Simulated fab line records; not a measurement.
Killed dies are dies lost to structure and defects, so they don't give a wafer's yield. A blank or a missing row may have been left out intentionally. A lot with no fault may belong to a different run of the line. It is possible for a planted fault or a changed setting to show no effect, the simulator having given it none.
A struck lot beside a sound one + flow gf180mcu + 43 out of 602 route steps
Sound: these wafers, L218.1, L218.4, L218.6. Wafers L216.1, L216.3, L216.6 were the ones struck. Last of all comes the cause.
For every step that has rows: the tool of each side, followed by ch and its chambers, followed by its first start. Under that, the readings that differ: sound wafers + struck wafers + difference of the means + sigmas: that difference in standard deviations of wafers without a fault.
alike: readings whose means differ by less than 2 such deviations, and words and numbers that are the same on both sides. not compared: withheld readings, readings that some wafer has no value for, bounds like >300 that may hide the same value, and numbers for which the record gives no deviation and whose values overlap.
Wherever a step has rows on one side only, a row that says differs or no value, or a row with sigmas, the two part there. Numbers that have no deviation but don't overlap get no sigmas and don't part them. Lack of a reading on every wafer of one side parts them only where that side has two or more wafers.

first, 1 step without rows for these wafers: GF_DNWELL_IMPLANT_07.
GF_DNWELL_STRIP_08: strips in O2/N2.
  sound on plasmaAsher-02 ch 0,1, day 5 21:15; struck on plasmaAsher-03 ch 0,1, day 5 09:51
  alike: drypumpMotorCurrentA, heaterPowerW, oesProductAu, stripTimeToEndpointS
  not compared: rfHoursCounterH
GF_DNWELL_TW_MEAS_09:
  struck on filmMetro-04, day 5 09:57; sound on filmMetro-01, day 5 21:21
| reading   | sound          | struck         | difference | sigmas |
|-----------|----------------|----------------|------------|--------|
| DNWELL_TW | 1374 1365 1374 | 1325 1334 1333 | -40        | -2     |
then, 7 steps without rows for these wafers: GF_NWELL_DEHYDRATE_00 (time 60 s); GF_NWELL_HMDS_01 (prime time 60 s); GF_NWELL_COAT_02 (resist thk 3000 nm); GF_NWELL_SOFTBAKE_03; GF_NWELL_EXPOSE_04 (exposes mask Nwell, target cd 860 nm); GF_NWELL_PEB_05; GF_NWELL_DEVELOP_06 (develop time 60 s).
GF_NWELL_OVL_MEAS_07:
  struck on overlay-02, day 6 00:11; sound on overlay-01, day 6 12:29
  alike: NWELL_OVL
following that, these wafers have no rows for 1 step: GF_NWELL_IMPLANT_08.
GF_NWELL_IMPLANT_09:
  struck on implanter-02, day 6 00:23; sound on implanter-04 ch 0, day 6 12:41
  no value came back on the struck wafers for beamEnergyKeV, beamOnS (s), doseIonsCm2; on the sound wafers beamEnergyKeV reads 160.06 160.00 160.07
GF_NWELL_STRIP_10: strips in O2/N2.
  sound on plasmaAsher-04 ch 0,1, day 6 12:50; struck on plasmaAsher-03 ch 0,1, day 6 00:32
  alike: drypumpMotorCurrentA, heaterPowerW, oesProductAu, stripTimeToEndpointS
  not compared: rfHoursCounterH
GF_NWELL_TW_MEAS_11:
  struck on filmMetro-03, day 6 00:38; sound on filmMetro-01, day 6 12:56
| reading  | sound          | struck         | difference | sigmas |
|----------|----------------|----------------|------------|--------|
| NWELL_TW | 1585 1594 1593 | 1479 1477 1481 | -112       | -5     |
then, 7 steps without rows for these wafers: GF_LVPWELL_DEHYDRATE_00 (time 60 s); GF_LVPWELL_HMDS_01 (prime time 60 s); GF_LVPWELL_COAT_02 (resist thk 3000 nm); GF_LVPWELL_SOFTBAKE_03; GF_LVPWELL_EXPOSE_04 (exposes mask LVPWELL, target cd 600 nm); GF_LVPWELL_PEB_05; GF_LVPWELL_DEVELOP_06 (develop time 60 s).
GF_LVPWELL_OVL_MEAS_07:
  struck on overlay-01, day 6 15:47; sound on overlay-02, day 7 04:00
  alike: LVPWELL_OVL
then, 2 steps without rows for these wafers: GF_LVPWELL_IMPLANT_08; GF_LVPWELL_IMPLANT_09.
GF_LVPWELL_STRIP_10: strips in O2/N2.
  sound on plasmaAsher-02 ch 1, day 7 04:20; struck on plasmaAsher-01 ch 0,1, day 6 16:07
| reading                  | sound             | struck            | difference | sigmas |
|--------------------------|-------------------|-------------------|------------|--------|
| stripTimeToEndpointS (s) | 36.93 36.87 36.83 | 37.10 37.08 37.00 | +0.18      | +2     |
  alike: drypumpMotorCurrentA, heaterPowerW, oesProductAu
  not compared: rfHoursCounterH
GF_LVPWELL_TW_MEAS_11:
  struck on filmMetro-01, day 6 16:13; sound on filmMetro-02, day 7 04:26
| reading    | sound       | struck      | difference | sigmas |
|------------|-------------|-------------|------------|--------|
| LVPWELL_TW | 547 546 547 | 565 565 567 | +19        | +2     |
then, 7 steps without rows for these wafers: GF_MVSD_DEHYDRATE_00 (time 60 s); GF_MVSD_HMDS_01 (prime time 60 s); GF_MVSD_COAT_02 (resist thk 3000 nm); GF_MVSD_SOFTBAKE_03; GF_MVSD_EXPOSE_04 (exposes mask MVSD, target cd 1000 nm); GF_MVSD_PEB_05; GF_MVSD_DEVELOP_06 (develop time 60 s).
GF_MVSD_OVL_MEAS_07:
  struck on overlay-01, day 7 07:15; sound on overlay-01, day 7 19:32
  alike: MVSD_OVL
then, 2 steps without rows for these wafers: GF_MVSD_IMPLANT_08; GF_MVSD_IMPLANT_09.
GF_MVSD_STRIP_10: strips in O2/N2.
  sound on plasmaAsher-04 ch 0,1, day 7 19:52; struck on plasmaAsher-04 ch 0,1, day 7 07:35
  alike: drypumpMotorCurrentA, heaterPowerW, oesProductAu, stripTimeToEndpointS
  not compared: rfHoursCounterH
GF_MVSD_TW_MEAS_11:
  struck on filmMetro-02, day 7 07:41; sound on filmMetro-03, day 7 19:58
  alike: MVSD_TW
then, 3 steps without rows for these wafers: GF_MVPSD_DEHYDRATE_00 (time 60 s); GF_MVPSD_HMDS_01 (prime time 60 s); GF_MVPSD_COAT_02 (resist thk 3000 nm).
-- the record jumps here: 4 days lie between the struck wafers' starts before and after --
GF_VT_IMPLANT_RS_MEAS_47: measurement is done with a four-point probe.
  struck on filmMetro-02, day 10 20:34; sound on filmMetro-03, day 11 11:21
| reading           | sound             | struck | difference                    | sigmas |
|-------------------|-------------------|--------|-------------------------------|--------|
| NWELL_RS (ohm/sq) | 486.0 488.5 485.4 | - - -  | no value on the struck wafers |        |

## WHERE THEY PART
Last at GF_VT_IMPLANT_RS_MEAS_47 as far as this record goes, first at GF_DNWELL_TW_MEAS_09.

WHY: what had been put in by the simulator
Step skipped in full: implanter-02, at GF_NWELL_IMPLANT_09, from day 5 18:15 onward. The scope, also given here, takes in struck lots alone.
